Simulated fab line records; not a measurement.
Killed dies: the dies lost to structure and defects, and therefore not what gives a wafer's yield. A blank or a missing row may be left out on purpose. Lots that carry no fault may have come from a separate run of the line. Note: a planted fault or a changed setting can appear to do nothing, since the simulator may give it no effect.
Code-filled problem report in 8D (eight disciplines) form -- flow gf180mcu -- the parts of the form that need people (team, actions taken, sign-off) are left out

1. WHAT WENT WRONG
Wafers free of any fault read 701 nm (standard deviation 7.4) for PASSIVATION_CVD_02_THK at GF_PASSIVATION_THK_MEAS_03, against a mean of 738 nm on 3 wafers of 2 lots. That puts it +5.0 standard deviations away from the usual mean.
Earliest sighting: wafer L477.6 on film metro-03 at day 32 22:41. Wafers with a number at this step in the record: 36, from 12 lots. Rule for "out" (also "out of limits"): further than 4 standard deviations from the usual mean. Any other wafer with a number is counted as sound.

2. WHAT THIS IS AND IS NOT
question,is,is not
which readings at this step,PASSIVATION_CVD_02_THK,-
which lots,"L477, L478","L463, L468, L469, L470, L471, L472, L473, L481, L482, L483"
which wafers of those lots,"L477.6, L478.1, L478.4","L477.3, L477.5, L478.3"
read on which gauges,film metro-03,"film metro-02, film metro-04"
when,from day 32 22:41,"up to then (23 sound wafers); but 10 sound wafers of L478, L481, L482, L483 came after"

3. SUSPECTS, AND WHAT RULES EACH OUT
Counting: if a tool at a process step up to the reading ran every lot that is out, it stays a suspect. Sound lots after the first of them don't rule it out here, since some wafers of a struck lot are sound.
- the gauge at GF_PASSIVATION_THK_MEAS_03: kept. All the wafers that are out were read on film metro-03, and no step on other tools shows them out.
- pecvd-04 at GF_PASSIVATION_CVD_02 (deposits Si3N4, target thk 700 nm, time 486.18 s): kept. Ran every lot that is out, first one L477 (day 32 22:22); last sound lot up to then L473 (day 31 20:27).
What counting leaves: pecvd-04 at GF_PASSIVATION_CVD_02 and film metro-03 at GF_PASSIVATION_THK_MEAS_03.

4. THE CAUSE (what the simulator had put in)
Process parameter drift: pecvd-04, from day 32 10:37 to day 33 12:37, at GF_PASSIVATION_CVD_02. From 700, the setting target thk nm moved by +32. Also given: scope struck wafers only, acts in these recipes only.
After counting, 2 suspects remain, this tool included.

5. SEQUENCE OF EFFECTS, ordered by route
One row per reading whose mean, taken over the struck wafers that have a number, lies over 3 standard deviations from the usual. Scope: only readings with a usual standard deviation given in the record; hours: median across lots of the time from each lot's start at the first step in this table that gives one to its start at this step; sigmas: change in usual standard deviations.
hours,step,reading,usual,on struck wafers,change,sigmas
0,GF_PASSIVATION_THK_MEAS_03,PASSIVATION_CVD_02_THK,701 nm,738,+37,+5.0

6. HOW IT WOULD HAVE BEEN CAUGHT EARLIER
Counted from the fault's start at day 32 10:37, it took 12 hours until the first out-of-limits reading at a measuring or inspecting step in this record, taken at day 32 22:41.
An alarm limit of 4 standard deviations would not have fired on the tool readings at GF_PASSIVATION_CVD_02 for which the record gives a usual standard deviation, since none of them was out on any struck wafer.
L478, from the lots that are out (2), started GF_PASSIVATION_CVD_02 on pecvd-04 later than day 32 22:41. A tool hold placed at that time would have kept it from harm.
